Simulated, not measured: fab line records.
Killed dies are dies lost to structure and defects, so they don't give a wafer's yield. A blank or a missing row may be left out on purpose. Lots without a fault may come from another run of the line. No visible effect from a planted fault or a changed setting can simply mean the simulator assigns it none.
fab line records	flow sky130
record lots=13	wafers=38	last-day=51
route steps=708 shown CONTACT@423 METAL2@499 VIA2@507 PAD_OPEN@708
lots with no fault: from the same line, run without faults
start-h: hours from the record's first day to the start of the lot's first wafer shown	wait-h: time in hours since the lot's previous step	" as in the row above	L1.1+2: a row that stands for several wafers	- no value, or no start was given	* or withheld: withheld	< > ~ a bound
route shown NAME@n: names a module that has steps shown in the file, with the first one's number in the route	usual: average and standard deviation across the fault-free wafers	same: alike in all rows	chamber/n: place in a boat	sites: readings site by site	_std_site: standard deviation across them	_edge_site: the outer-site mean with the inner-site mean subtracted	radius-mm: how far each site lies from the wafer's centre	mask NAME#n: copy n	behind: tool/chamber where the wafer was last shaped	hold: cause of the lot's hold/its duration in hours/its outcome	device: transistor that didn't switch, given as n, p or np	end of line: the tests these same wafers got at the end of their route	for a step that has no rows: nothing shown but its recipe	killed: dies lost to structure and defects at the first sort, not the wafer's yield	map: the dies of a wafer, with x for killed, . for not killed, _ for no die there
set.NAME: the setting the step ran with; set.NAME@STEP: the setting that earlier step ran with	model.NAME: the simulator's own value behind a step, which no gauge read
the route's steps for a sample of lots (tables are steps, rows are wafers)
services: the hour from which a tool's chamber was out of use, counted from the record's first day as start-h (under 0 if before that day), plus the number of hours and why
## steps
# step SKY_CONTACT_ETCH_17
# recipe target=SiO2	chemistry=C4F8/O2/Ar	stop-on=Si3N4	mask-material=KrF-thick	source-w=1500	bias-w=1200	pressure-mtorr=40	c4f8-flow-sccm=withheld	O2_flow_sccm=6	Ar_flow_sccm=300	time-s=withheld	target-depth-a=3400
# usual oes-product-au=0.892/0.0044
lot.wafer	tool	chamber	start-h	wait-h	oes-product-au
L824.1	rie-diel-02	2	770.70	0.0	0.884
L824.3	"	3	"	"	0.889
L824.6	"	2	"	"	0.883
L826.3	rie-diel-02	1	781.89	0.0	0.890
L826.4	"	0	"	"	0.887
L826.5	"	0	"	"	0.889
L825.1	rie-diel-01	1	781.91	0.0	0.881
L825.4	"	3	"	"	0.893
L825.5	"	0	"	"	0.894
L827.1	rie-diel-02	2	791.01	0.0	0.890
L827.4	"	1	"	"	0.891
L827.6	"	1	"	"	0.888
L829.4	rie-diel-02	0	806.74	0.0	0.895
L829.5	"	2	"	"	0.896
L829.6	"	3	"	"	0.890
L830.2	rie-diel-04	2	815.09	0.0	0.891
L830.3	"	1	"	"	0.887
L830.4	"	2	"	"	0.894
L836.4	rie-diel-01	3	868.85	0.0	0.900
L836.5	"	0	"	"	0.890
L840.2	rie-diel-02	0	898.60	0.0	0.893
L840.5	"	3	"	"	0.892
L840.6	"	0	"	"	0.896
L842.1	rie-diel-01	1	905.80	0.0	0.885
L842.3	"	0	"	"	0.897
L842.6	"	2	"	"	0.889
L841.2	rie-diel-01	1	908.15	0.0	0.893
L841.3	"	3	"	"	0.890
L841.4	"	2	"	"	0.890
L844.1	rie-diel-02	3	918.79	0.0	0.890
L844.3	"	0	"	"	0.888
L844.6	"	3	"	"	0.897
L845.4	rie-diel-01	3	925.56	0.0	0.896
L845.5	"	3	"	"	0.893
L845.6	"	2	"	"	0.900
L846.1	rie-diel-02	2	927.84	0.0	0.888
L846.2	"	1	"	"	0.897
L846.5	"	1	"	"	0.896
# step SKY_CONTACT_CVD_24
# recipe material=W	target-thk-nm=340	time-s=102.12	temp-c=400	pressure-torr=40
# usual heater-power-w=901/83
lot.wafer	tool	chamber	start-h	wait-h	heater-power-w
L824.1	cvd-w-02	1	771.44	0.0	971
L824.3	"	0	"	"	821
L824.6	"	1	"	"	951
L825.1	cvd-w-02	0	782.66	0.0	828
L825.4	"	1	"	"	944
L825.5	"	0	"	"	805
L826.3	cvd-w-01	1	782.70	0.1	911
L826.4	"	0	"	"	991
L826.5	"	0	"	"	987
L827.1	cvd-w-01	0	791.75	0.0	987
L827.4	"	1	"	"	879
L827.6	"	0	"	"	1003
L829.4	cvd-w-02	1	807.53	0.1	1000
L829.5	"	0	"	"	807
L829.6	"	1	"	"	975
L830.2	cvd-w-02	1	815.89	0.0	1023
L830.3	"	0	"	"	825
L830.4	"	1	"	"	981
L836.4	cvd-w-01	0	869.63	0.1	1008
L836.5	"	0	"	"	1011
L840.2	cvd-w-02	1	899.40	0.0	951
L840.5	"	1	"	"	981
L840.6	"	0	"	"	832
L842.1	cvd-w-01	0	906.55	0.0	1010
L842.3	"	0	"	"	994
L842.6	"	0	"	"	1009
L841.2	cvd-w-01	0	908.89	0.0	1011
L841.3	"	1	"	"	881
L841.4	"	0	"	"	1003
L844.1	cvd-w-02	0	919.54	0.0	756
L844.3	"	0	"	"	739
L844.6	"	0	"	"	718
L845.4	cvd-w-01	0	926.35	0.1	1011
L845.5	"	1	"	"	890
L845.6	"	0	"	"	977
L846.1	cvd-w-02	0	928.59	0.0	730
L846.2	"	1	"	"	913
L846.5	"	0	"	"	733
# step SKY_METAL2_OVL_MEAS_16
# usual METAL2_OVL=-2/5.7
lot.wafer	tool	chamber	start-h	wait-h	METAL2_OVL[nm]
L824.1	overlay-01	-	856.23	0.1	-1
L824.3	"	-	"	"	6
L824.6	"	-	"	"	-2
L826.3	overlay-01	-	866.98	0.1	8
L826.4	"	-	"	"	1
L826.5	"	-	"	"	7
L825.1	overlay-01	-	868.27	0.1	0
L825.4	"	-	"	"	0
L825.5	"	-	"	"	-3
L827.1	overlay-02	-	876.07	0.1	2
L827.4	"	-	"	"	-4
L827.6	"	-	"	"	-1
L829.4	overlay-01	-	891.27	0.1	-1
L829.5	"	-	"	"	1
L829.6	"	-	"	"	-6
L830.2	overlay-01	-	899.97	0.1	-3
L830.3	"	-	"	"	5
L830.4	"	-	"	"	-5
L836.4	overlay-01	-	950.78	0.1	-12
L836.5	"	-	"	"	-11
L840.2	overlay-02	-	979.34	0.1	3
L840.5	"	-	"	"	0
L840.6	"	-	"	"	7
L842.1	overlay-01	-	984.40	0.1	-7
L842.3	"	-	"	"	-2
L842.6	"	-	"	"	-2
L841.2	overlay-01	-	988.27	0.1	-10
L841.3	"	-	"	"	-11
L841.4	"	-	"	"	-3
L844.1	overlay-01	-	997.60	0.1	-6
L844.3	"	-	"	"	-6
L844.6	"	-	"	"	-7
L845.4	overlay-01	-	1003.92	0.1	3
L845.5	"	-	"	"	1
L845.6	"	-	"	"	-5
L846.1	overlay-02	-	1006.05	0.1	6
L846.2	"	-	"	"	-3
L846.5	"	-	"	"	5
# step SKY_VIA2_HDPCVD_00
# recipe material=SiO2	target-thk-nm=1180	sigma-open-frac=0.3	time-s=196.7	temp-c=400	sih4-flow-sccm=60	pressure-mtorr=6
lot.wafer	tool	chamber	start-h	wait-h
L824.1+3+6	hdpcvd-02	0,2,2	857.05	0.0
L826.3+4+5	hdpcvd-02	1,1,0	867.97	0.0
L825.1+4+5	hdpcvd-02	2,2,1	869.08	0.0
L827.1+4+6	hdpcvd-02	1,1,2	877.10	0.0
L829.4+5+6	hdpcvd-01	2,1,0	892.31	0.1
L830.2+3+4	hdpcvd-02	1,1,2	900.86	0.0
L836.4+5	hdpcvd-02	1,2	951.64	0.1
L840.2+5+6	hdpcvd-02	0,1,2	980.15	0.0
L842.1+3+6	hdpcvd-01	1,0,2	985.22	0.0
L841.2+3+4	hdpcvd-01	2,0,0	989.27	0.0
L844.1+3+6	hdpcvd-01	2,1,1	998.48	0.0
L845.4+5+6	hdpcvd-01	1,0,2	1004.96	0.1
L846.1+2+5	hdpcvd-01	2,1,0	1006.93	0.0
# step SKY_VIA2_THK_MEAS_01
# recipe reads=SiO2_of_VIA2_HDPCVD_00
# usual VIA2_HDPCVD_THK=1180/11
lot.wafer	tool	chamber	start-h	wait-h	hold	VIA2_HDPCVD_THK[nm]
L824.1	film-metro-04	-	857.17	0.1	-	1173
L824.3	"	-	"	"	-	1189
L824.6	"	-	"	"	-	1197
L826.3	film-metro-02	-	868.12	0.1	-	1188
L826.4	"	-	"	"	-	1185
L826.5	"	-	"	"	-	1187
L825.1	film-metro-02	-	869.21	0.1	-	1184
L825.4	"	-	"	"	-	1173
L825.5	"	-	"	"	-	1160
L827.1	film-metro-04	-	877.23	0.1	-	1180
L827.4	"	-	"	"	-	1156
L827.6	"	-	"	"	-	1196
L829.4	film-metro-01	-	892.41	0.0	-	1189
L829.5	"	-	"	"	-	1165
L829.6	"	-	"	"	-	1185
L830.2	film-metro-04	-	901.06	0.1	-	1190
L830.3	"	-	"	"	-	1176
L830.4	"	-	"	"	-	1188
L836.4	film-metro-04	-	951.73	0.0	await-dispo/0.2h/release	1171
L836.5	"	-	"	"	await-dispo/0.2h/release	544
L836.4	film-metro-04	-	951.96	0.2	-	1170
L836.5	"	-	"	"	-	544
L840.2	film-metro-02	-	980.28	0.1	await-dispo/0.2h/release	1167
L840.5	"	-	"	"	await-dispo/0.2h/release	550
L840.6	"	-	"	"	await-dispo/0.2h/release	554
L840.2	film-metro-02	-	980.51	0.2	-	1167
L840.5	"	-	"	"	-	549
L840.6	"	-	"	"	-	554
L842.1	film-metro-01	-	985.35	0.1	-	1175
L842.3	"	-	"	"	-	1170
L842.6	"	-	"	"	-	1187
L841.2	film-metro-04	-	989.40	0.1	-	1179
L841.3	"	-	"	"	-	1192
L841.4	"	-	"	"	-	1167
L844.1	film-metro-04	-	998.67	0.1	-	1190
L844.3	"	-	"	"	-	1163
L844.6	"	-	"	"	-	1184
L845.4	film-metro-01	-	1005.06	0.0	-	1183
L845.5	"	-	"	"	-	1184
L845.6	"	-	"	"	-	1196
L846.1	film-metro-04	-	1007.05	0.1	-	1187
L846.2	"	-	"	"	-	1176
L846.5	"	-	"	"	-	1177
# step SKY_PAD_OPEN_PROBE_99
# usual defect-limited-yield=82.6/1.7	killed_at_M0_to_M3=43/7	killed_at_M4_up=3.1/1.5	killed-at-contacts=23/4.9	killed-at-front-end=16/3.9	killed-at-other=0.3/0.52	killed-dies=86/8.2	killed-open=47/6.1	killed-short=38/5.8
# same gross-dies=492	killed-at-back-side=0
lot.wafer	tool	chamber	start-h	wait-h	hold	defect-limited-yield[%]	killed_at_M0_to_M3	killed_at_M4_up	killed-at-contacts	killed-at-front-end	killed-at-other	killed-dies	killed-open	killed-short
L824.1	prober-02	-	1112.15	0.1	-	85.2	36	2	22	13	0	73	39	34
L824.3	prober-02	-	1112.25	0.2	-	81.5	47	3	24	17	0	91	50	41
L824.6	prober-02	-	1112.40	0.2	-	83.7	30	3	28	19	0	80	43	37
L826.3	prober-01	-	1119.70	0.2	-	82.3	36	3	31	17	0	87	43	42
L826.4	prober-01	-	1119.75	0.2	-	83.1	35	3	25	20	0	83	49	33
L826.5	prober-01	-	1119.80	0.2	-	85.0	30	2	22	19	1	74	40	34
L825.1	prober-02	-	1120.28	0.1	-	80.7	45	2	30	18	0	95	52	43
L825.4	prober-02	-	1120.43	0.2	-	83.3	44	5	16	17	0	82	49	33
L825.5	prober-02	-	1120.48	0.2	-	83.3	42	4	23	13	0	82	47	35
L827.1	prober-01	-	1126.62	0.1	-	83.9	41	3	22	13	0	79	53	26
L827.4	prober-01	-	1126.77	0.2	-	80.3	53	4	17	23	0	97	43	53
L827.6	prober-01	-	1126.87	0.2	-	82.1	44	5	25	14	0	88	55	33
L829.4	prober-01	-	1140.16	0.2	-	83.5	44	3	21	13	0	81	42	39
L829.5	prober-01	-	1140.21	0.2	-	81.5	50	2	21	18	0	91	52	39
L829.6	prober-01	-	1140.26	0.2	-	80.9	57	5	20	12	0	94	57	37
L830.2	prober-02	-	1144.47	0.1	-	84.3	36	6	18	17	0	77	44	31
L830.3	prober-02	-	1144.52	0.2	-	80.9	51	5	23	15	0	94	53	39
L830.4	prober-02	-	1144.57	0.2	-	82.9	39	6	22	17	0	84	44	39
L836.4	prober-01	-	1185.87	0.2	await-dispo/3.3h/release	85.6	41	3	17	10	0	71	40	31
L836.5	prober-01	-	1185.92	0.2	await-dispo/3.3h/release	82.7	48	3	22	12	0	85	43	42
L840.2	prober-01	-	1206.45	0.1	-	84.3	42	2	18	13	2	77	39	38
L840.5	prober-01	-	1206.60	0.2	-	83.7	44	2	18	16	0	80	42	38
L840.6	prober-01	-	1206.65	0.2	-	84.3	43	4	20	9	1	77	42	35
L842.1	prober-02	-	1208.70	0.1	-	84.1	39	2	23	14	0	78	45	33
L842.3	prober-02	-	1208.80	0.2	-	83.1	39	2	19	23	0	83	51	32
L842.6	prober-02	-	1208.95	0.2	-	77.8	58	6	29	16	0	109	55	54
L841.2	prober-01	-	1213.51	0.1	-	81.9	47	3	28	11	0	89	52	37
L841.3	prober-01	-	1213.56	0.2	-	81.9	43	2	25	19	0	89	52	37
L841.4	prober-01	-	1213.61	0.2	-	81.5	43	6	25	17	0	91	49	39
L844.1	prober-01	-	1219.55	0.1	-	78.9	58	3	30	11	2	104	59	44
L844.3	prober-01	-	1219.65	0.2	-	82.9	47	5	20	12	0	84	50	34
L844.6	prober-01	-	1219.80	0.2	-	81.1	47	3	29	14	0	93	50	43
L846.1	prober-02	-	1223.15	0.1	-	83.5	40	1	26	14	0	81	44	37
L846.2	prober-02	-	1223.20	0.1	-	84.8	31	2	28	14	0	75	42	33
L846.5	prober-02	-	1223.35	0.2	-	80.7	47	3	29	16	0	95	55	40
L845.4	prober-01	-	1223.99	0.2	-	82.1	43	4	27	14	0	88	47	40
L845.5	prober-01	-	1224.04	0.2	-	82.7	41	3	23	17	1	85	36	48
L845.6	prober-01	-	1224.09	0.2	-	82.5	51	1	24	10	0	86	41	43
# killed by level:class
L824.1 VIA1:geometric-particle:open=10 LI_CONTACT:geometric-particle:open=8 METAL1:geometric-particle:short=7 CONTACT:geometric-particle:short=6 VIA2:geometric-particle:open=5 METAL2:geometric-particle:short=5 CONTACT:geometric-particle:open=4 VIA3:geometric-particle:open=4
L824.3 LI_CONTACT:geometric-particle:open=10 POLY_GATE:geometric-particle:short=9 VIA1:geometric-particle:open=9 METAL1:geometric-particle:short=8 CONTACT:geometric-particle:open=8 VIA3:geometric-particle:open=5 VIA2:geometric-particle:open=5 VIA1:geometric-particle:short=4
L824.6 LI_CONTACT:geometric-particle:open=10 CONTACT:geometric-particle:open=7 METAL1:geometric-particle:short=7 FIELD_ISO:geometric-particle:short=5 CONTACT:geometric-particle:short=5 VIA1:geometric-particle:short=4 FIELD_ISO:geometric-particle:open=3 POLY_GATE:geometric-particle:short=3
L826.3 LI_CONTACT:geometric-particle:open=11 CONTACT:geometric-particle:open=9 VIA2:geometric-particle:short=7 VIA3:geometric-particle:open=7 FIELD_ISO:geometric-particle:short=5 POLY_GATE:geometric-particle:short=4 CONTACT:geometric-particle:short=4 VIA1:geometric-particle:open=4
L826.4 LI_CONTACT:geometric-particle:open=11 VIA1:geometric-particle:open=8 CONTACT:geometric-particle:open=6 METAL1:geometric-particle:open=6 POLY_GATE:geometric-particle:open=5 POLY_GATE:geometric-particle:short=5 CONTACT:geometric-particle:short=5 VIA3:geometric-particle:open=5
L826.5 VIA1:geometric-particle:open=10 CONTACT:geometric-particle:open=8 FIELD_ISO:geometric-particle:open=6 LI_CONTACT:geometric-particle:short=5 VIA3:geometric-particle:open=5 METAL2:geometric-particle:short=5 FIELD_ISO:geometric-particle:short=4 LOCAL_INTERCONNECT:geometric-particle:short=4
L825.1 METAL1:geometric-particle:short=10 CONTACT:geometric-particle:open=10 LI_CONTACT:geometric-particle:open=9 VIA2:geometric-particle:open=7 VIA1:geometric-particle:open=7 FIELD_ISO:geometric-particle:short=6 FIELD_ISO:geometric-particle:open=6 METAL2:geometric-particle:short=6
L825.4 VIA2:geometric-particle:open=12 LI_CONTACT:geometric-particle:open=6 VIA1:geometric-particle:open=6 METAL2:geometric-particle:short=5 CONTACT:geometric-particle:open=5 VIA3:geometric-particle:open=5 POLY_GATE:geometric-particle:short=4 METAL1:geometric-particle:short=4
L825.5 CONTACT:geometric-particle:open=8 VIA3:geometric-particle:open=8 VIA2:geometric-particle:open=7 LOCAL_INTERCONNECT:geometric-particle:short=6 VIA1:geometric-particle:open=6 LI_CONTACT:geometric-particle:open=4 METAL2:geometric-particle:short=4 METAL1:geometric-particle:short=4
L827.1 CONTACT:geometric-particle:open=13 VIA2:geometric-particle:open=8 VIA3:geometric-particle:open=7 VIA1:geometric-particle:open=7 VIA2:geometric-particle:short=5 SPACER:geometric-particle:open=4 LI_CONTACT:geometric-particle:open=4 METAL2:geometric-particle:short=4
L827.4 METAL2:geometric-particle:short=9 VIA1:geometric-particle:short=8 VIA1:geometric-particle:open=8 FIELD_ISO:geometric-particle:open=6 CONTACT:geometric-particle:short=6 VIA3:geometric-particle:open=6 METAL1:geometric-particle:short=5 VIA2:geometric-particle:open=5
L827.6 CONTACT:geometric-particle:open=14 VIA1:geometric-particle:open=13 VIA3:geometric-particle:open=9 METAL2:geometric-particle:short=5 METAL4:geometric-particle:short=5 FIELD_ISO:geometric-particle:open=4 LI_CONTACT:geometric-particle:open=4 POLY_GATE:geometric-particle:short=3
L829.4 VIA1:geometric-particle:open=13 LI_CONTACT:geometric-particle:open=7 METAL1:geometric-particle:short=7 FIELD_ISO:geometric-particle:open=5 CONTACT:geometric-particle:short=5 METAL2:geometric-particle:short=5 VIA1:geometric-particle:short=5 POLY_GATE:geometric-particle:short=4
L829.5 VIA1:geometric-particle:open=12 VIA3:geometric-particle:open=10 LI_CONTACT:geometric-particle:open=8 POLY_GATE:geometric-particle:short=7 METAL1:geometric-particle:short=7 CONTACT:geometric-particle:open=5 VIA1:geometric-particle:short=5 FIELD_ISO:geometric-particle:open=3
L829.6 VIA1:geometric-particle:open=13 VIA3:geometric-particle:open=10 METAL1:geometric-particle:short=10 CONTACT:geometric-particle:open=8 LI_CONTACT:geometric-particle:open=6 VIA1:geometric-particle:short=6 VIA2:geometric-particle:open=5 METAL2:geometric-particle:short=5
L830.2 CONTACT:geometric-particle:open=10 VIA1:geometric-particle:open=8 VIA3:geometric-particle:open=7 VIA2:geometric-particle:open=6 METAL2:geometric-particle:short=5 VIA3:geometric-particle:short=4 LI_CONTACT:geometric-particle:open=4 CONTACT:geometric-particle:short=4
L830.3 VIA1:geometric-particle:open=15 CONTACT:geometric-particle:open=10 VIA2:geometric-particle:open=7 VIA3:geometric-particle:open=6 LI_CONTACT:geometric-particle:open=5 CONTACT:geometric-particle:short=5 METAL4:geometric-particle:short=5 METAL2:geometric-particle:short=5
L830.4 VIA3:geometric-particle:open=9 LI_CONTACT:geometric-particle:open=8 VIA1:geometric-particle:open=8 METAL1:geometric-particle:short=6 FIELD_ISO:geometric-particle:open=5 CONTACT:geometric-particle:open=5 FIELD_ISO:geometric-particle:short=4 METAL4:geometric-particle:short=4
L836.4 VIA2:geometric-particle:open=8 METAL1:geometric-particle:short=8 CONTACT:geometric-particle:open=7 VIA1:geometric-particle:open=7 LI_CONTACT:geometric-particle:open=4 VIA2:geometric-particle:short=4 VIA3:geometric-particle:open=4 POLY_CUT:geometric-particle:open=3
L836.5 CONTACT:geometric-particle:open=16 VIA1:geometric-particle:short=11 VIA1:geometric-particle:open=7 VIA2:geometric-particle:open=6 VIA3:geometric-particle:open=5 VIA3:geometric-particle:short=5 POLY_GATE:geometric-particle:short=4 LI_CONTACT:geometric-particle:short=3
L840.2 VIA1:geometric-particle:open=12 CONTACT:geometric-particle:open=8 METAL1:geometric-particle:short=7 VIA3:geometric-particle:short=5 POLY_GATE:geometric-particle:short=4 LI_CONTACT:geometric-particle:short=4 VIA1:geometric-particle:short=4 VIA3:geometric-particle:open=4
L840.5 LI_CONTACT:geometric-particle:open=8 METAL1:geometric-particle:short=8 VIA2:geometric-particle:open=7 VIA3:geometric-particle:open=7 CONTACT:geometric-particle:open=6 METAL3:geometric-particle:short=6 POLY_GATE:geometric-particle:open=5 VIA1:geometric-particle:open=5
L840.6 CONTACT:geometric-particle:open=8 VIA2:geometric-particle:open=8 VIA3:geometric-particle:open=8 METAL2:geometric-particle:short=6 LI_CONTACT:geometric-particle:open=5 VIA3:geometric-particle:short=5 CONTACT:geometric-particle:short=4 METAL1:geometric-particle:short=4
L842.1 CONTACT:geometric-particle:open=11 VIA3:geometric-particle:open=9 METAL1:geometric-particle:short=7 VIA1:geometric-particle:open=6 LI_CONTACT:geometric-particle:open=6 POLY_GATE:geometric-particle:short=5 VIA1:geometric-particle:short=5 POLY_GATE:geometric-particle:open=4
L842.3 CONTACT:geometric-particle:open=10 VIA1:geometric-particle:open=9 FIELD_ISO:geometric-particle:open=8 VIA3:geometric-particle:open=7 POLY_GATE:geometric-particle:open=6 VIA2:geometric-particle:open=6 METAL1:geometric-particle:short=5 METAL2:geometric-particle:short=5
L842.6 VIA1:geometric-particle:open=11 VIA2:geometric-particle:open=11 LI_CONTACT:geometric-particle:open=8 LOCAL_INTERCONNECT:geometric-particle:short=8 CONTACT:geometric-particle:open=8 METAL1:geometric-particle:short=8 VIA1:geometric-particle:short=7 VIA3:geometric-particle:open=6
L841.2 LI_CONTACT:geometric-particle:open=11 CONTACT:geometric-particle:open=9 VIA1:geometric-particle:open=8 METAL2:geometric-particle:short=7 VIA3:geometric-particle:open=7 VIA3:geometric-particle:short=6 VIA2:geometric-particle:open=5 FIELD_ISO:geometric-particle:open=4
L841.3 VIA3:geometric-particle:open=11 VIA1:geometric-particle:open=10 VIA2:geometric-particle:open=7 CONTACT:geometric-particle:open=7 POLY_GATE:geometric-particle:open=6 POLY_GATE:geometric-particle:short=5 LI_CONTACT:geometric-particle:open=5 LOCAL_INTERCONNECT:geometric-particle:short=5
L841.4 VIA1:geometric-particle:open=17 CONTACT:geometric-particle:open=9 LI_CONTACT:geometric-particle:open=6 VIA3:geometric-particle:open=6 METAL4:geometric-particle:short=6 FIELD_ISO:geometric-particle:short=5 CONTACT:geometric-particle:short=5 METAL1:geometric-particle:short=5
L844.1 VIA2:geometric-particle:open=12 CONTACT:geometric-particle:open=11 VIA1:geometric-particle:open=10 METAL2:geometric-particle:short=9 LI_CONTACT:geometric-particle:open=7 VIA3:geometric-particle:open=7 VIA1:geometric-particle:short=6 LOCAL_INTERCONNECT:geometric-particle:short=4
L844.3 VIA2:geometric-particle:open=12 VIA1:geometric-particle:open=10 LI_CONTACT:geometric-particle:open=8 CONTACT:geometric-particle:open=6 METAL1:geometric-particle:short=5 FIELD_ISO:geometric-particle:open=4 VIA1:geometric-particle:short=4 FIELD_ISO:geometric-particle:short=3
L844.6 CONTACT:geometric-particle:open=13 METAL1:geometric-particle:short=11 LI_CONTACT:geometric-particle:open=9 VIA2:geometric-particle:open=8 POLY_GATE:geometric-particle:open=6 VIA3:geometric-particle:open=5 POLY_GATE:geometric-particle:short=4 VIA1:geometric-particle:short=4
L846.1 CONTACT:geometric-particle:open=12 VIA1:geometric-particle:open=10 FIELD_ISO:geometric-particle:short=6 VIA2:geometric-particle:short=6 LI_CONTACT:geometric-particle:open=5 VIA3:geometric-particle:open=5 METAL2:geometric-particle:short=5 LOCAL_INTERCONNECT:geometric-particle:short=4
L846.2 CONTACT:geometric-particle:open=12 VIA3:geometric-particle:open=6 VIA2:geometric-particle:open=6 CONTACT:geometric-particle:short=5 VIA1:geometric-particle:open=5 POLY_GATE:geometric-particle:open=4 LI_CONTACT:geometric-particle:open=4 LOCAL_INTERCONNECT:geometric-particle:short=4
L846.5 VIA2:geometric-particle:open=11 LI_CONTACT:geometric-particle:open=10 CONTACT:geometric-particle:open=9 VIA1:geometric-particle:open=7 METAL2:geometric-particle:short=7 VIA3:geometric-particle:open=7 LOCAL_INTERCONNECT:geometric-particle:short=6 FIELD_ISO:geometric-particle:open=4
L845.4 CONTACT:geometric-particle:open=9 VIA1:geometric-particle:open=9 VIA3:geometric-particle:open=8 VIA2:geometric-particle:open=7 LI_CONTACT:geometric-particle:open=6 LOCAL_INTERCONNECT:geometric-particle:short=6 VIA3:geometric-particle:short=5 FIELD_ISO:geometric-particle:short=4
L845.5 FIELD_ISO:geometric-particle:short=8 METAL2:geometric-particle:short=8 LOCAL_INTERCONNECT:geometric-particle:short=7 LI_CONTACT:geometric-particle:open=6 CONTACT:geometric-particle:open=6 VIA1:geometric-particle:short=5 METAL1:geometric-particle:short=5 METAL1:geometric-particle:open=4
L845.6 VIA1:geometric-particle:open=12 VIA3:geometric-particle:open=9 METAL1:geometric-particle:short=6 METAL2:geometric-particle:short=6 VIA2:geometric-particle:short=5 LOCAL_INTERCONNECT:geometric-particle:short=5 CONTACT:geometric-particle:short=5 CONTACT:geometric-particle:open=5
## services
tool	chamber	start-h	hours	kind
rie-diel-04	1	759.73	6.2	repair
cvd-w-01	1	762.10	5.0	repair
hdpcvd-01	0	801.55	14.0	repair
cvd-w-01	-	808.95	1.7	repair
cvd-w-02	-	826.55	6.9	pm
cvd-w-01	-	836.23	2.8	pm
rie-diel-01	2	847.22	11.1	repair
hdpcvd-01	-	851.50	28.1	pm
cvd-w-02	-	859.63	0.8	repair
rie-diel-04	-	867.07	2.8	pm
rie-diel-02	1	871.97	12.6	repair
hdpcvd-01	1	886.33	4.1	repair
hdpcvd-02	0	888.48	14.6	repair
rie-diel-01	-	890.82	0.4	repair
cvd-w-02	-	904.00	14.0	pm
cvd-w-01	1	904.66	3.4	repair
rie-diel-01	1	926.73	12.8	repair
hdpcvd-01	-	950.25	15.0	pm
rie-diel-02	-	964.50	2.2	repair
hdpcvd-01	1	973.76	6.7	repair
rie-diel-02	2	973.79	5.5	repair
cvd-w-01	1	980.40	10.8	repair
cvd-w-01	-	986.69	6.9	pm
hdpcvd-01	0	997.66	5.3	repair
## key
first-sign step=SKY_VIA2_THK_MEAS_01	reading=visit	direction=added
effect step=SKY_VIA2_THK_MEAS_01	reading=VIA2_HDPCVD_THK	direction=down	sigmas=58	usual=1180	struck=549
met-at SKY_VIA2_HDPCVD_00
struck-lots L836,L840
struck-wafers L836.5,L840.5,L840.6
not-acting-at SKY_CONTACT_ETCH_17,SKY_CONTACT_CVD_24,SKY_METAL2_OVL_MEAS_16
onset-between 900.86 951.64
fault kind=process-parameter-drift	tool=hdpcvd-02	chamber=-	onset-h=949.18	steps=SKY_VIA2_HDPCVD_00	channel=target-thk-nm	offset=-626	shape=step	end-h=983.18	scope=struck-wafers-only	acts-in=these-recipes-only	stated=1180
